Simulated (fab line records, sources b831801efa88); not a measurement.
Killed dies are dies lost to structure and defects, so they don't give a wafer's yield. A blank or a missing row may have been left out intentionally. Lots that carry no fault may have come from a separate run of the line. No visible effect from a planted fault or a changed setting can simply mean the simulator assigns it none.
Matching of chambers :: flow gf180mcu :: 4 sister chambers for GF_CONTACT_CMP_27 on cmp-02
The step polishes, stops on SiO2, t overpolish 15 s, target thk 0 nm. 4 wafers are shown with their chamber, then 8 later ones without.

EACH WAFER AND ITS CHAMBER
wafer: L139.4
chamber: 1
motorCurrentA (A): 9.7

wafer: L139.5
chamber: 3
motorCurrentA (A): 8.9

wafer: L144.6
chamber: 2
motorCurrentA (A): 9.3

wafer: L145.1
chamber: 0
motorCurrentA (A): 13.1

WAFERS WITHOUT THEIR CHAMBER
wafer: L145.4
motorCurrentA (A): 9.8

wafer: L145.6
motorCurrentA (A): 8.7

wafer: L147.1
motorCurrentA (A): 13.4

wafer: L147.2
motorCurrentA (A): 9.1

wafer: L147.4
motorCurrentA (A): 9.3

wafer: L148.2
motorCurrentA (A): 9.4

wafer: L148.5
motorCurrentA (A): 9.9

wafer: L148.6
motorCurrentA (A): 9.3

EACH ONE'S CHAMBER
wafer: L145.4
from the rows above: 1
in truth: 1

wafer: L145.6
from the rows above: 3
in truth: 3

wafer: L147.1
from the rows above: 0
in truth: 0

wafer: L147.2
from the rows above: can't be placed: 3 or 2
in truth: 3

wafer: L147.4
from the rows above: 2
in truth: 2

wafer: L148.2
from the rows above: can't be placed: 2 or 1
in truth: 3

wafer: L148.5
from the rows above: 1
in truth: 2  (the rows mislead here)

wafer: L148.6
from the rows above: 2
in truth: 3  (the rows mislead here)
Correct placement for 4 of the 8. From these rows, 2 cannot be placed; in 1 the true chamber is one of the candidates. 2 placed wrongly.
How it was worked out, from the rows above alone: a wafer's distance from a chamber is the root of the sum, over the readings, of the square of ((its reading less the chamber's mean) divided by the reading's scatter). If the next closest chamber is less than 2 further off than the closest, the wafer can't be placed; otherwise it belongs to the closest. A chamber's mean is the mean of its shown wafers. The scatter: root of mean squared gap, hidden wafer to nearest shown wafer, with one shown wafer a chamber.
